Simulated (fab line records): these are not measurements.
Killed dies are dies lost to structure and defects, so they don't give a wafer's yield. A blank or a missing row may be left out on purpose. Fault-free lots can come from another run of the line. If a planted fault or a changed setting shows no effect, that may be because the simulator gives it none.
The tool behind it: which one? ; flow gf180mcu ; 11 lots with 33 wafers sampled at 5 steps, on a route of 602 steps

WHAT EACH GAUGE READ, for each wafer
GF_V2_BOW_MEAS_05.
lot;measured;on;V2_BOW (um)
L119;day 19 21:53;filmMetro-03;80 108 99
L120;day 20 03:11;filmMetro-04;99 97 98
L121;day 20 22:07;filmMetro-03;109 107 98
L123;day 22 02:13;filmMetro-03;109 93 108
L124;day 22 06:14;filmMetro-04;96 115 104
L134;day 25 07:05;filmMetro-04;100 102 89
L135;day 25 12:55;filmMetro-03;89 102 98
L137;day 26 08:35;filmMetro-01;94 112 105
L138;day 26 10:23;filmMetro-01;116 105 101
L140;day 27 00:52;filmMetro-04;97 93 87
L141;day 27 06:49;filmMetro-01;94 105 99

GF_V2_RS_MEAS_24: measures by four-point-probe.
lot;measured;on;V2_W_RS (ohm/sq)
L119;day 20 23:34;filmMetro-01;0.318 0.317 0.322
L120;day 21 04:40;filmMetro-01;0.324 0.329 0.319
L121;day 21 23:07;filmMetro-03;0.326 0.332 0.325
L123;day 23 02:50;filmMetro-04;0.342 0.343 0.340
L124;day 23 07:05;filmMetro-04;0.343 0.345 0.344
L134;day 26 05:55;filmMetro-01;0.323 0.327 0.327
L135;day 26 11:52;filmMetro-03;0.322 0.329 0.324
L137;day 27 06:25;filmMetro-04;0.326 0.323 0.325
L138;day 27 08:08;filmMetro-03;0.328 0.326 0.325
L140;day 27 21:50;filmMetro-01;0.326 0.324 0.325
L141;day 28 04:30;filmMetro-04;0.325 0.323 0.328

GF_V2_THK_MEAS_25: measures by xrf.
lot;measured;on;V2_W_THK (nm)
L119;day 20 23:41;filmMetro-01;367 369 362
L120;day 21 04:46;filmMetro-01;359 351 365
L121;day 21 23:14;filmMetro-03;358 352 358
L123;day 23 02:56;filmMetro-04;345 344 349
L124;day 23 07:11;filmMetro-04;344 342 342
L134;day 26 06:02;filmMetro-01;363 360 361
L135;day 26 11:59;filmMetro-03;369 362 367
L137;day 27 06:30;filmMetro-04;361 365 364
L138;day 27 08:16;filmMetro-03;362 363 365
L140;day 27 21:56;filmMetro-01;358 358 359
L141;day 28 04:37;filmMetro-04;364 368 362

EACH LOT AND THE TOOL THAT RAN IT (in order: tool; ch and the chambers of the sampled wafers; start)
lot;GF_V2_STRIP_18;GF_V2_CVD_23
L119;plasmaAsher-01 ch 0,1, day 20 22:48;cvdW-02 ch 0,1, day 20 23:26
L120;plasmaAsher-04 ch 0,1, day 21 03:54;cvdW-02 ch 0,1, day 21 04:32
L121;plasmaAsher-04 ch 0, day 21 22:21;cvdW-01 ch 0,1, day 21 22:59
L123;plasmaAsher-04 ch 0,1, day 23 02:04;cvdW-02 ch 0,1, day 23 02:42
L124;plasmaAsher-01 ch 0,1, day 23 06:20;cvdW-02 ch 0,1, day 23 06:59
L134;plasmaAsher-04 ch 0,1, day 26 05:10;cvdW-02 ch 0,1, day 26 05:48
L135;plasmaAsher-01 ch 0,1, day 26 11:05;cvdW-02 ch 0,1, day 26 11:44
L137;plasmaAsher-02 ch 0,1, day 27 05:30;cvdW-02 ch 0, day 27 06:13
L138;plasmaAsher-01 ch 0, day 27 07:23;cvdW-01 ch 1, day 27 08:02
L140;plasmaAsher-01 ch 0,1, day 27 21:02;cvdW-02 ch 0,1, day 27 21:42
L141;plasmaAsher-02 ch 0,1, day 28 03:41;cvdW-01 ch 0,1, day 28 04:22
- GF_V2_STRIP_18: strips in O2/N2.
- GF_V2_CVD_23: deposits W, target thk 350 nm, time 104.94 s.

WHAT THE TOOLS THEMSELVES READ (means of the sampled wafers that have a number; where no wafer has one, the mark that the record gives instead)
GF_V2_STRIP_18.
lot;tool;drypumpMotorCurrentA (A);heaterPowerW (W);oesProductAu (a.u.);platenTempC (C)
L119;plasmaAsher-01;6.0;331;0.593;249.93
L120;plasmaAsher-04;5.5;349;0.595;249.85
L121;plasmaAsher-04;5.7;359;0.596;250.01
L123;plasmaAsher-04;5.5;340;0.588;250.07
L124;plasmaAsher-01;6.0;333;0.589;250.15
L134;plasmaAsher-04;5.4;339;0.590;249.90
L135;plasmaAsher-01;5.8;303;0.593;249.92
L137;plasmaAsher-02;5.7;321;0.597;249.92
L138;plasmaAsher-01;5.5;272;0.592;250.07
L140;plasmaAsher-01;6.0;327;0.598;250.10
L141;plasmaAsher-02;5.8;320;0.589;249.91

GF_V2_CVD_23.
lot;tool;heaterPowerW (W)
L119;cvdW-02;747
L120;cvdW-02;741
L121;cvdW-01;881
L123;cvdW-02;736
L124;cvdW-02;740
L134;cvdW-02;734
L135;cvdW-02;729
L137;cvdW-02;730
L138;cvdW-01;885
L140;cvdW-02;742
L141;cvdW-01;900

THE ANSWER, worked out from the rows above alone
Rule: the lots themselves supply what counts as usual. The widest of any qualifying gaps counts: lots, ordered by their means at a reading, are off when they make up no more than a third of the lots, leave a main group of 4 or more, and stand apart from it by 3 or more times the standard deviation of that group's means. If all means in a main group match to the digits the tables above print for the reading, that group is not used. Also off: a lot with no number at a reading for which 4 or more lots have one. Any other lot the step has rows for is counted as sound. Order of review: gauges by route order, followed by the tools' own readings, for which a lot's mean as printed above is used. At the first step where some lot is off, the reading lying furthest off is the one used; lots without a number count as furthest.
Off: L123, L124, at GF_V2_RS_MEAS_24 (V2_W_RS). The main group: mean 0.325 ohm/sq, standard deviation 0.0023.
A tool fits if, at a process step before that reading, it ran every lot that is off, and no sound lot after the first of them. The gauges at GF_V2_RS_MEAS_24 are tried like those tools. Not one of the candidates tried fits.

WHAT THE SIMULATOR PUT IN
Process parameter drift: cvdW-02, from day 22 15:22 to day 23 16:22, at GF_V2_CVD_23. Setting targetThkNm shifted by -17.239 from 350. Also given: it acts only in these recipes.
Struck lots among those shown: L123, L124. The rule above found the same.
